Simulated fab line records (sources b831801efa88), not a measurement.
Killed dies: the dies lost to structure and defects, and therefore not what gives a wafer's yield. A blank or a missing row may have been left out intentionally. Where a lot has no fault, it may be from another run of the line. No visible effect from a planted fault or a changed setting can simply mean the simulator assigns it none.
Which tool was responsible? | flow sky130 | 11 lots with 33 wafers sampled at 2 steps, on a route of 708 steps

## WHAT EACH GAUGE READ, for each wafer
SKY_NWELL_THK_MEAS_02.
lot  | measured    | on            | NWELL_OXIDATION_THK (nm)
L367 | day 2 11:01 | film_metro-02 | 10.31 10.24 10.19
L368 | day 2 15:26 | film_metro-04 | 10.01 9.97 9.89
L369 | day 2 20:29 | film_metro-02 | 9.94 9.81 9.75
L372 | day 3 13:15 | film_metro-04 | 9.64 9.80 9.67
L373 | day 3 19:28 | film_metro-04 | 7.98 8.02 7.95 8.04 7.99 7.92
L378 | day 5 05:44 | film_metro-04 | 9.78 9.86 9.77
L379 | day 5 10:38 | film_metro-02 | 7.99 8.06 8.09 7.98 8.04 8.12
L384 | day 6 06:51 | film_metro-04 | 10.08 10.13 10.04
L386 | day 6 18:02 | film_metro-02 | 9.99 10.04 10.15
L389 | day 7 10:34 | film_metro-04 | 9.92 10.10 10.00
L390 | day 7 10:34 | film_metro-02 | 9.98 10.03 10.17

## WHICH TOOL RAN EACH LOT (tool, then ch and the chambers of the sampled wafers, then the start)
lot  | SKY_NWELL_OXIDATION_01
L367 | furnace-02 ch 0, day 2 09:36
L368 | furnace-02 ch 0, day 2 14:02
L369 | furnace-02 ch 0, day 2 19:05
L372 | furnace-01 ch 0, day 3 11:52
L373 | furnace-01 ch 0, day 3 18:04
L378 | furnace-02 ch 0, day 5 04:19
L379 | furnace-01 ch 0, day 5 09:12
L384 | furnace-02 ch 0, day 6 05:26
L386 | furnace-02 ch 0, day 6 16:38
L389 | furnace-02 ch 0, day 7 09:10
L390 | furnace-02 ch 0, day 7 09:10
- SKY_NWELL_OXIDATION_01: stabilise 600 s, purge 300 s, target thk 10 nm.

## THE ANSWER, worked out from the rows above alone
Rule: the lots themselves supply what counts as usual. Put in order of their means at a reading, lots are off if they are a third of the lots or fewer, leave a main group of 4 or more, and stand apart from it by a gap of 3 or more times the standard deviation of the main group's means; of several such gaps the widest counts. A main group is skipped when, at the precision printed for the reading in the tables above, its means are all equal. Also off: a lot with no number at a reading for which 4 or more lots have one. Any other lot the step has rows for is counted as sound.
Off: L373, L379, seen at SKY_NWELL_THK_MEAS_02 (NWELL_OXIDATION_THK). Mean 9.97 nm and standard deviation 0.16 in the main group.
If a tool, at a process step before that reading, ran all the lots that are off and no sound lot after the first of them, it fits. Those tools and the gauges at SKY_NWELL_THK_MEAS_02 are tried in the same way. One fits: SKY_NWELL_OXIDATION_01 on furnace-01. Its last sound lot is L372 (day 3 11:52), its first lot that is off L373 (day 3 18:04): a fault that began between those two fits.

## WHAT THE SIMULATOR PUT IN
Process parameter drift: furnace-01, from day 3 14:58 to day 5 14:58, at SKY_NWELL_OXIDATION_01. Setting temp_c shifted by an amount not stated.
Shown lots that were struck: L373, L379. This agrees with what the rule above found.
